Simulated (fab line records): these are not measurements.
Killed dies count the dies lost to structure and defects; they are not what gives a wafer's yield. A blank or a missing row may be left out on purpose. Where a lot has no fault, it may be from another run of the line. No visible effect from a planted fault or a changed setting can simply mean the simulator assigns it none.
Which tool is to blame? :: flow sky130 :: 12 lots with 36 wafers sampled at 3 steps, on a route of 708 steps

WHAT THE GAUGES SHOWED, per wafer
SKY_VIA2_CD_MEAS_12: target cd 200 nm.
lot: L075
measured: day 37 15:08
on: cd_sem-01
cd_nm (nm): 199.9 201.2 199.0

lot: L077
measured: day 38 01:14
on: cd_sem-02
cd_nm (nm): 200.2 199.5 198.4

lot: L079
measured: day 39 02:11
on: cd_sem-02
cd_nm (nm): 199.1 200.1 199.7

lot: L081
measured: day 39 11:16
on: cd_sem-01
cd_nm (nm): 197.8 198.3 200.1

lot: L083
measured: day 40 04:20
on: cd_sem-01
cd_nm (nm): 200.7 200.3 198.4

lot: L085
measured: day 40 10:29
on: cd_sem-01
cd_nm (nm): 198.8 198.6 201.2

lot: L087
measured: day 41 09:01
on: cd_sem-02
cd_nm (nm): 199.1 198.7 197.9

lot: L089
measured: day 41 09:23
on: cd_sem-02
cd_nm (nm): 200.3 202.8 201.5

lot: L091
measured: day 41 22:34
on: cd_sem-01
cd_nm (nm): 198.6 199.4 197.3

lot: L093
measured: day 42 12:34
on: cd_sem-02
cd_nm (nm): 200.7 200.5 200.1

lot: L095
measured: day 42 22:23
on: cd_sem-02
cd_nm (nm): 196.9 199.5 198.4

lot: L097
measured: day 43 16:17
on: cd_sem-02
cd_nm (nm): 197.9 196.8 200.3

WHAT TOOL EACH LOT RAN ON (gives the tool, then ch and the chambers of the sampled wafers, and finally the start)
lot: L075
SKY_FIELD_ISO_STRIP_16: plasma_asher-04 ch 0,1, day 2 11:07
SKY_CONTACT_CMP_27: cmp-01 ch 0,1,3, day 32 18:19

lot: L077
SKY_FIELD_ISO_STRIP_16: plasma_asher-04 ch 0,1, day 2 23:29
SKY_CONTACT_CMP_27: cmp-02 ch 0,1,2, day 33 08:06

lot: L079
SKY_FIELD_ISO_STRIP_16: plasma_asher-01 ch 0,1, day 3 10:58
SKY_CONTACT_CMP_27: cmp-01 ch 0,3, day 34 09:22

lot: L081
SKY_FIELD_ISO_STRIP_16: plasma_asher-03 ch 1, day 3 19:53
SKY_CONTACT_CMP_27: cmp-01 ch 1,3, day 34 19:22

lot: L083
SKY_FIELD_ISO_STRIP_16: plasma_asher-04 ch 1, day 4 06:35
SKY_CONTACT_CMP_27: cmp-01 ch 2,3, day 35 13:04

lot: L085
SKY_FIELD_ISO_STRIP_16: plasma_asher-01 ch 0,1, day 4 18:50
SKY_CONTACT_CMP_27: cmp-02 ch 0,1,3, day 35 21:11

lot: L087
SKY_FIELD_ISO_STRIP_16: plasma_asher-01 ch 0,1, day 5 02:52
SKY_CONTACT_CMP_27: cmp-02 ch 1,2,3, day 36 18:48

lot: L089
SKY_FIELD_ISO_STRIP_16: plasma_asher-04 ch 0,1, day 5 12:47
SKY_CONTACT_CMP_27: cmp-02 ch 1,2,3, day 36 19:29

lot: L091
SKY_FIELD_ISO_STRIP_16: plasma_asher-03 ch 1, day 5 23:20
SKY_CONTACT_CMP_27: cmp-02 ch 1,2, day 37 11:31

lot: L093
SKY_FIELD_ISO_STRIP_16: plasma_asher-01 ch 0,1, day 6 10:52
SKY_CONTACT_CMP_27: cmp-01 ch 0,2,3, day 38 00:53

lot: L095
SKY_FIELD_ISO_STRIP_16: plasma_asher-01 ch 0,1, day 6 19:58
SKY_CONTACT_CMP_27: cmp-01 ch 1,2,3, day 38 12:38

lot: L097
SKY_FIELD_ISO_STRIP_16: plasma_asher-01 ch 0,1, day 7 06:08
SKY_CONTACT_CMP_27: cmp-02 ch 1,2,3, day 39 07:19
- SKY_FIELD_ISO_STRIP_16: strips in O2/N2.
- SKY_CONTACT_CMP_27: polishes, stops on SiO2, t overpolish 15 s, target thk 0 nm.

THE ANSWER, worked out from the rows above alone
Rule: the usual values come from the lots themselves. The widest of any qualifying gaps counts: lots, ordered by their means at a reading, are off when they make up no more than a third of the lots, leave a main group of 4 or more, and stand apart from it by 3 or more times the standard deviation of that group's means. Not used: any main group whose means are identical at the precision the tables above print for the reading. Also off: a lot with no number at a reading for which 4 or more lots have one. All remaining lots with rows at the step are treated as sound.
Across all readings shown, no lot is off: no conclusion can be drawn from this.

WHAT WAS PUT IN BY THE SIMULATOR
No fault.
